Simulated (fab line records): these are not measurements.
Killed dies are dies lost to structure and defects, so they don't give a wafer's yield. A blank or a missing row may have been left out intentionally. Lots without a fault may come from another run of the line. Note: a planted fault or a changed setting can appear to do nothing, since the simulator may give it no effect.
Which of the tools did it?	flow sky130	33 wafers from 11 lots sampled at 6 of the route's 708 steps

== WHAT THE GAUGES SHOWED, per wafer ==
SKY_VT_ADJUST_HVTP_OVL_MEAS_08.
lot	measured	on	VT_ADJUST_HVTP_OVL (nm)
L503	day 6 12:43	overlay-02	0.9 0.2 -1.4
L505	day 7 04:31	overlay-01	-0.5 -2.4 -0.3
L506	day 7 05:00	overlay-01	-1.1 2.2 -1.6
L508	day 7 17:14	overlay-02	0.6 1.0 3.4
L507	day 7 18:04	overlay-01	-0.7 -1.5 -0.5
L509	day 8 06:03	overlay-02	-0.5 -0.3 -1.1
L515	day 10 00:21	overlay-01	0.4 0.3 0.7
L519	day 10 11:43	overlay-02	2.0 2.3 1.9
L522	day 11 02:46	overlay-01	-1.0 -1.9 1.2
L523	day 11 11:58	overlay-01	0.4 0.3 0.1
L525	day 11 18:02	overlay-02	1.6 1.7 1.3

SKY_VT_ADJUST_HVTP_TW_MEAS_11.
lot	measured	on	VT_ADJUST_HVTP_TW
L503	day 6 12:59	film_metro-02	1330 1324 1322
L505	day 7 04:47	film_metro-04	1345 1340 1342
L506	day 7 05:18	film_metro-01	1341 1335 1338
L508	day 7 17:31	film_metro-02	1338 1328 1330
L507	day 7 18:21	film_metro-02	1332 1323 1328
L509	day 8 06:20	film_metro-01	1337 1330 1332
L515	day 10 00:38	film_metro-01	1338 1337 1339
L519	day 10 11:59	film_metro-02	1326 1318 1328
L522	day 11 03:02	film_metro-02	1321 1326 1327
L523	day 11 12:16	film_metro-01	1343 1347 1342
L525	day 11 18:20	film_metro-02	1328 1327 1325

SKY_SD_N_RS_MEAS_17: measures by four-point-probe.
lot	measured	on	SD_P_RS (ohm/sq)
L503	day 28 09:15	film_metro-01	147.2 147.4 147.6
L505	day 29 07:26	film_metro-04	147.4 147.6 147.3
L506	day 29 14:12	film_metro-01	147.0 147.2 147.5
L508	day 30 04:40	film_metro-02	147.4 147.4 147.6
L507	day 30 04:22	film_metro-04	147.4 147.2 146.6
L509	day 31 00:16	film_metro-04	147.4 147.3 147.2
L515	day 32 23:55	film_metro-02	147.1 147.3 147.2
L519	day 33 12:41	film_metro-01	149.4 149.3 149.2 149.4 149.6 149.5
L522	day 34 10:01	film_metro-01	146.8 147.0 147.3
L523	day 34 19:24	film_metro-01	149.0 149.2 148.3 148.7 149.0 148.7
L525	day 34 22:20	film_metro-01	147.6 147.2 147.3

SKY_SD_N_RS_MEAS_18: measures by four-point-probe.
lot	measured	on	RES_XHIGH_RS (ohm/sq)
L503	day 28 09:22	film_metro-01	336.0 334.2 334.9
L505	day 29 07:34	film_metro-04	332.3 334.0 333.6
L506	day 29 14:19	film_metro-01	334.9 333.8 333.2
L508	day 30 04:47	film_metro-02	331.8 332.7 333.2
L507	day 30 04:29	film_metro-04	332.7 334.0 334.2
L509	day 31 00:23	film_metro-04	334.9 335.3 334.2
L515	day 33 00:02	film_metro-02	334.0 335.3 333.3
L519	day 33 14:28	film_metro-01	333.3 332.8 334.2
L522	day 34 10:08	film_metro-01	334.1 335.3 336.0
L523	day 35 00:15	film_metro-01	332.6 331.9 332.9
L525	day 34 22:28	film_metro-01	334.5 334.8 334.0

== TOOL THAT RAN EACH LOT (tool first, then ch and the chambers of the sampled wafers, then the start) ==
lot	SKY_VT_ADJUST_HVTR_STRIP_10	SKY_SD_P_IMPLANT_09
L503	plasma_asher-03 ch 0,1, day 9 21:59	implanter-02 ch 0, day 25 21:49
L505	plasma_asher-01 ch 0,1, day 10 17:13	implanter-01 ch 0, day 26 20:49
L506	plasma_asher-03 ch 0,1, day 10 18:04	implanter-01 ch 0, day 27 03:28
L508	plasma_asher-03 ch 0, day 11 08:11	implanter-03 ch 0, day 27 20:02
L507	plasma_asher-04 ch 0,1, day 11 09:32	implanter-01 ch 0, day 27 19:27
L509	plasma_asher-01 ch 0,1, day 12 01:16	implanter-02 ch 0, day 28 15:05
L515	plasma_asher-04 ch 0,1, day 14 01:13	implanter-01 ch 0, day 30 16:44
L519	plasma_asher-01 ch 0,1, day 14 15:19	implanter-01 ch 0, day 31 05:23
L522	plasma_asher-03 ch 1, day 15 09:11	implanter-02 ch 0, day 32 03:28
L523	plasma_asher-04 ch 0,1, day 15 22:40	implanter-01 ch 0, day 32 12:15
L525	plasma_asher-03 ch 1, day 16 02:58	implanter-02 ch 0, day 32 15:37
- SKY_VT_ADJUST_HVTR_STRIP_10: strips in O2/N2.
- SKY_SD_P_IMPLANT_09

== AS READ BY THE TOOLS THEMSELVES (means over the sampled wafers that have a number; for cases with no such wafer, the mark the record gives instead) ==
SKY_VT_ADJUST_HVTR_STRIP_10.
lot	tool	drypump_motor_current_A (A)	oes_product_au (a.u.)	strip_time_to_endpoint_s (s)
L503	plasma_asher-03	5.32	0.714	14.17
L505	plasma_asher-01	5.35	0.714	14.23
L506	plasma_asher-03	5.35	0.713	14.10
L508	plasma_asher-03	5.27	0.713	14.19
L507	plasma_asher-04	5.54	0.709	14.18
L509	plasma_asher-01	5.33	0.713	14.20
L515	plasma_asher-04	5.69	0.717	14.10
L519	plasma_asher-01	5.34	0.715	14.21
L522	plasma_asher-03	5.41	0.713	14.14
L523	plasma_asher-04	5.67	0.710	14.16
L525	plasma_asher-03	5.37	0.713	14.15

SKY_SD_P_IMPLANT_09.
lot	tool	beam_energy_keV
L503	implanter-02	19.993
L505	implanter-01	20.005
L506	implanter-01	20.005
L508	implanter-03	19.999
L507	implanter-01	20.003
L509	implanter-02	20.001
L515	implanter-01	20.006
L519	implanter-01	19.433
L522	implanter-02	19.998
L523	implanter-01	19.449
L525	implanter-02	19.998

== THE ANSWER, worked out from the rows above alone ==
Rule: usual is defined by the lots themselves. The widest of any qualifying gaps counts: lots, ordered by their means at a reading, are off when they make up no more than a third of the lots, leave a main group of 4 or more, and stand apart from it by 3 or more times the standard deviation of that group's means. A main group whose means are all the same, to the digits that the tables above print for the reading, isn't used. Also off: a lot with no number at a reading for which 4 or more lots have one. Where the step has rows for the other lots, those lots are counted as sound. First the gauges in route order, then the tools' own readings, where a lot's mean is used as printed above. The first step at which some lot is off is used, and at that step the reading that is off furthest; a lot without a number counts as furthest.
Off: L519, L523, seen at SKY_SD_N_RS_MEAS_17 (SD_P_RS). Mean 147.3 ohm/sq and standard deviation 0.15 in the main group.
If a tool, at a process step before that reading, ran all the lots that are off and no sound lot after the first of them, it fits. The gauges at SKY_SD_N_RS_MEAS_17 aren't tried: what is off there is off at SKY_SD_P_IMPLANT_09 too, on other tools, and a gauge's error can't cause that. One candidate fits, namely implanter-01 at SKY_SD_P_IMPLANT_09. Its last sound lot is L515 (day 30 16:44), its first lot that is off L519 (day 31 05:23): a fault that began between those two fits.
On the lots that are off, the tool's own readings at SKY_SD_P_IMPLANT_09 differ by more than 5 times the standard deviation of the sound lots' means, which bears it out; beam_energy_keV reads 19.441 there versus 20.001 on the sound lots.

== WHAT HAD BEEN PUT IN BY THE SIMULATOR ==
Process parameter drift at SKY_SD_P_IMPLANT_09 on implanter-01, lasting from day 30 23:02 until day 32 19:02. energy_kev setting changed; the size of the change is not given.
Shown lots that were struck: L519, L523. The rule above found the same.
